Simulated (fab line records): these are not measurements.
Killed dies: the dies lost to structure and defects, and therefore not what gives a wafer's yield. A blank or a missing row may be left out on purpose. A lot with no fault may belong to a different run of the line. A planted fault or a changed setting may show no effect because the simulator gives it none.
8D (eight disciplines) problem report, filled in by code    flow sky130    the parts of the form that need people (team, actions taken, sign-off) are left out

## 1. PROBLEM STATEMENT
Wafers without a fault read 112 s, standard deviation 3.6; time-to-endpoint-s at SKY_FIELD_ISO_CMP_27 reads a mean of 60 s on 2 wafers belonging to 2 lots. That puts it -14 standard deviations away from the usual mean.
The step: polishes, stops on Si3N4, t overpolish 16 s, target thk 457.8 nm.
First seen on wafer L707.6, day 3 06:52, on cmp-02. Wafers with a number at this step in the record: 37, from 13 lots. By rule, "out" or "out of limits" means more than 4 standard deviations away from the usual mean. All remaining wafers that have a number are taken as sound.

## 2. WHAT IT IS AND WHAT IT IS NOT
question                     is                  is not
which readings at this step  time-to-endpoint-s  motor-current-A, overpolish-run-s
which lots                   L707, L709          L703, L704, L705, L719, L720, L721, L722, L723, L724, L725, L726
which wafers of those lots   L707.6, L709.6      L707.3, L709.3
read on which tools          cmp-02              cmp-01
when                         from day 3 06:52    up to then (10 sound wafers); but 25 sound wafers of L709, L719, L720, L721, L722, L723, L724, L725, L726 came after

## 3. THE SUSPECTS, EACH WITH WHAT RULES IT OUT
Counting: if a tool at a process step up to the reading ran every lot that is out, it stays a suspect. Sound lots after the first of them don't rule it out here, since some wafers of a struck lot are sound.
- cmp-02 at SKY_FIELD_ISO_CMP_27 (polishes, stops on Si3N4, t overpolish 16 s, target thk 457.8 nm): kept. It processed each lot that is out (first: L707, day 3 06:52); up to then, its last sound lot is L704 (day 2 14:38). Its own time-to-endpoint-s readings are out on those wafers.
The count leaves cmp-02 at SKY_FIELD_ISO_CMP_27.

## 4. THE CAUSE (what the simulator had put in)
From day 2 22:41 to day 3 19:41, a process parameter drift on cmp-02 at SKY_FIELD_ISO_CMP_27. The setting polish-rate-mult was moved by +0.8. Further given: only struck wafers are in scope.
The count eliminated every tool but this one.

## 5. THE CHAIN OF EFFECTS, in route order
One row per reading whose mean, taken over the struck wafers that have a number, lies over 3 standard deviations from the usual. Only readings for which the record gives a usual standard deviation are gone through. hours: the time from each lot's start at the first step in this table that gives one to its start at this step, as a median over the lots. sigmas: the change in usual standard deviations.
hours  step                  reading             usual  on struck wafers  change  sigmas
0      SKY_FIELD_ISO_CMP_27  time-to-endpoint-s  112 s  60                -52     -14
It contains these process steps:
- SKY_FIELD_ISO_CMP_27: polishes, stops on Si3N4, t overpolish 16 s, target thk 457.8 nm.
Later steps that measure or inspect, where all struck wafers having a row at the step show a number for every such reading and not one has moved that far: SKY_NWELL_THK_MEAS_02, SKY_VT_ADJUST_HVTP_CD_MEAS_07.

## 6. WHAT WOULD HAVE CAUGHT IT SOONER
In this record no reading fell out of limits until day 3 06:52, 8 hours after the fault had begun at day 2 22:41.
